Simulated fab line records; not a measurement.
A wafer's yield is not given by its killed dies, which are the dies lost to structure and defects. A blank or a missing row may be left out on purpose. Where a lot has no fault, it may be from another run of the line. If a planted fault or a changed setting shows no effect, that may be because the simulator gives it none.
Comparing a struck lot with a sound one	flow sfq_line	42 steps out of a route of 325
Sound: wafers L843.2, L843.4, L843.5. Struck: wafer L831.3 (left out: L831.4, L831.5 of the same lot, which were not struck); the cause appears at the end.
Each step with rows lists, per side, the tool, then ch with its chambers, then its first start. Under that, the readings that differ: sound wafers	struck wafers	difference of the means	sigmas: that difference in standard deviations of wafers without a fault.
alike: readings with means less than 2 such deviations apart, plus words and numbers identical on both sides. not compared: withheld readings, readings lacking a value on some wafer, bounds such as >300 that could conceal the same value, and numbers that have no deviation in the record and whose values overlap.
The two part at a step that has a row with sigmas, a row that says differs or no value, or rows on one side only. Numbers that don't overlap but have no deviation are shown without sigmas and don't part them. A reading missing from all wafers of one side parts the sides only when that side holds two or more wafers.

first, 3 steps without rows for these wafers: SFQ_TRILAYER_I4_VIA_STRIP_STRIP_107 (strips in O2); SFQ_TRILAYER_I4_VIA_STRIP_SOLV_CLEAN_108 (cleans in NMP, time 600 s); SFQ_TRILAYER_JJ_TRILAYER_DEP_PRE_CLEAN_113 (time 22.5 s).
SFQ_TRILAYER_JJ_TRILAYER_DEP_SPUTTER_109: material Nb, target thk 150 nm, time 100 s.
  sound on pvd_sputter-03, day 63 07:43; struck on pvd_sputter-04, day 56 14:07
reading	sound	struck	difference	sigmas
substrate_temp_c (C)	20.21 20.14 19.98	19.81	-0.30	-3
  alike: throttle_valve_pct
then, 3 steps without rows for these wafers: SFQ_TRILAYER_JJ_TRILAYER_DEP_SPUTTER_110 (material Al, target thk 8 nm, time 10 s); SFQ_TRILAYER_JJ_TRILAYER_DEP_AL_OXIDATION_111 (oxidation time 600 s); SFQ_TRILAYER_JJ_TRILAYER_DEP_SPUTTER_112 (material Nb, target thk 170 nm, time 113.3 s).
SFQ_JJ_RS_MEAS_929: a four-point-probe measurement.
  sound on film_metro-01, day 63 08:54; struck on film_metro-04, day 56 15:20
  alike: JJ_NB_RS
then, 3 steps without rows for these wafers: SFQ_TRILAYER_JJ_CE_LITHO_COAT_119 (resist thk 62 nm); SFQ_TRILAYER_JJ_CE_LITHO_COAT_114 (resist thk 600 nm); SFQ_TRILAYER_JJ_CE_LITHO_SOFTBAKE_118.
-- the record jumps here: 5 days lie between the struck wafers' starts before and after --
SFQ_TRILAYER_JJ_CE_LITHO_EXPOSE_115: exposes mask J5, target cd 700 nm.
  sound on krf_scanner-01 ch 0, day 63 18:36; struck on krf_scanner-02 ch 0, day 61 10:42
  alike: mask, focus_offset_nm
then, 2 steps without rows for these wafers: SFQ_TRILAYER_JJ_CE_LITHO_PEB_117 (peb time 60 s); SFQ_TRILAYER_JJ_CE_LITHO_DEVELOP_116 (time 60 s).
SFQ_JJ_OVL_MEAS_931:
  sound on overlay-02, day 63 19:54; struck on overlay-01, day 61 11:49
reading	sound	struck	difference	sigmas
J5_OVL (nm)	3 4 6	-13	-17	-3
SFQ_TRILAYER_JJ_CE_METRO_MEASURE_117:
  sound on cd_sem-02, day 63 20:08; struck on cd_sem-02, day 61 12:14
reading	sound	struck	difference	sigmas
cd_nm (nm)	700.4 699.3 701.1	695.4	-4.9	-4
SFQ_TRILAYER_JJ_CE_BARC_OPEN_RIE_150: chemistry O2, target BARC, target depth 240 nm, time 80 s.
  sound on rie_metal-02 ch 0,1, day 63 21:08; struck on rie_metal-04 ch 1, day 61 13:04
reading	sound	struck	difference	sigmas
drypump_motor_current_A (A)	6.3 5.9 6.3	5.1	-1.1	-2
model.JJ.cd_nm (nm)	700.7 701.1 701.4	696.6	-4.5	
  alike: chamber_pressure_mTorr, he_backside_leak_sccm, oes_product_au
  not compared: rf_hours_counter_h
SFQ_TRILAYER_JJ_CE_ETCH_RIE_118: chemistry SF6, target Nb, stops on Al2O3, time 97.7 s, target depth 170 nm.
  sound on rie_metal-02 ch 0,1, day 63 21:13; struck on rie_metal-04 ch 1, day 61 13:10
reading	sound	struck	difference	sigmas
drypump_motor_current_A (A)	6.2 5.9 6.2	5.2	-0.9	-2
model.JJ.cd_nm (nm)	700.1 700.9 700.7	695.9	-4.7	
  alike: chamber_pressure_mTorr, he_backside_leak_sccm, oes_product_au
  not compared: rf_hours_counter_h
then, 9 steps without rows for these wafers: SFQ_TRILAYER_JJ_ANODIZE_ANODIZE_119; SFQ_TRILAYER_JJ_CE_STRIP_STRIP_120 (strips in O2); SFQ_TRILAYER_JJ_CE_STRIP_SOLV_CLEAN_121 (cleans in NMP, time 600 s); SFQ_TRILAYER_M5_LITHO_COAT_128 (resist thk 62 nm); SFQ_TRILAYER_M5_LITHO_COAT_123 (resist thk 600 nm); SFQ_TRILAYER_M5_LITHO_SOFTBAKE_127; SFQ_TRILAYER_M5_LITHO_EXPOSE_124 (exposes mask M5, target cd 700 nm); SFQ_TRILAYER_M5_LITHO_PEB_126 (peb time 60 s); SFQ_TRILAYER_M5_LITHO_DEVELOP_125 (time 60 s).
-- the record jumps here: 5 days lie between the struck wafers' starts before and after --
SFQ_M5_OVL_MEAS_932:
  sound on overlay-02, day 68 10:44; struck on overlay-02, day 66 06:55
  alike: M5_OVL
then, 1 step without rows for these wafers: SFQ_TRILAYER_M5_BARC_OPEN_METAL_ETCH_161 (etches BARC in O2, target depth 125 nm, time 41.7 s).
SFQ_TRILAYER_M5_ETCH_METAL_ETCH_126: etches Nb in Cl2/BCl3, stops on SiO2, time 203.2 s, target depth 265 nm.
  sound on rie_metal-01 ch 0, day 68 10:49; struck on rie_metal-01 ch 1, day 66 07:04
  alike: chamber_pressure_mTorr, drypump_motor_current_A, he_backside_leak_sccm, oes_product_au
  not compared: rf_hours_counter_h
then, 4 steps without rows for these wafers: SFQ_TRILAYER_M5_STRIP_STRIP_127 (strips in O2); SFQ_TRILAYER_M5_STRIP_SOLV_CLEAN_128 (cleans in NMP, time 600 s); SFQ_TRILAYER_A5B_DEP_PECVD_129 (deposits SiO2 from SiH4/N2O, time 133.33 s, target thk 600 nm); SFQ_TRILAYER_A5B_CMP_CMP_130 (polishes, stops on Nb, target thk 340.7 nm).
SFQ_TRILAYER_A5B_METRO_MEASURE_131:
  sound on film_metro-02, day 68 18:47; struck on film_metro-01, day 66 13:58
  alike: thk_nm
SFQ_TRILAYER_R5_DEP_SPUTTER_132: material Ti, target thk 5 nm, time 5 s.
  sound on pvd_sputter-03, day 68 19:47; struck on pvd_sputter-05, day 66 14:46
  alike: throttle_valve_pct
then, 1 step without rows for these wafers: SFQ_TRILAYER_R5_DEP_SPUTTER_133 (material MoNx, target thk 40 nm, time 66.7 s).
SFQ_TRILAYER_R5_DEP_SPUTTER_134: material Ti, target thk 5 nm, time 5 s.
  sound on pvd_sputter-03, day 68 19:51; struck on pvd_sputter-05, day 66 14:50
  alike: throttle_valve_pct
SFQ_R5_RS_MEAS_933: a four-point-probe measurement.
  sound on film_metro-01, day 68 19:53; struck on film_metro-01, day 66 14:53
reading	sound	struck	difference	sigmas
R5_MONX_RS (ohm/sq)	7.18 7.06 7.14	6.92	-0.21	-2
SFQ_R5_THK_MEAS_934: measures by xrf.
  sound on film_metro-01, day 68 20:00; struck on film_metro-01, day 66 14:59
reading	sound	struck	difference	sigmas
R5_MONX_THK (nm)	39.1 39.6 39.3	40.6	+1.3	+3
then, 1 step without rows for these wafers: SFQ_TRILAYER_R5_LITHO_COAT_141 (resist thk 62 nm).
-- the record jumps here: 14 days lie between the struck wafers' starts before and after --
SFQ_M8_BOW_MEAS_951:
  sound on film_metro-02, day 89 10:14; struck on film_metro-04, day 80 19:44
reading	sound	struck	difference	sigmas
model.etest.jj.g_times	0.9992 1.002 1.001	0.9873	-0.0134	
  alike: M8_BOW

== WHERE THEY PART ==
First at SFQ_TRILAYER_JJ_TRILAYER_DEP_SPUTTER_109; last, within this record, at SFQ_R5_THK_MEAS_934. Later steps at which nothing parts them and some readings are alike: SFQ_M8_BOW_MEAS_951.

WHY: what the simulator had put in
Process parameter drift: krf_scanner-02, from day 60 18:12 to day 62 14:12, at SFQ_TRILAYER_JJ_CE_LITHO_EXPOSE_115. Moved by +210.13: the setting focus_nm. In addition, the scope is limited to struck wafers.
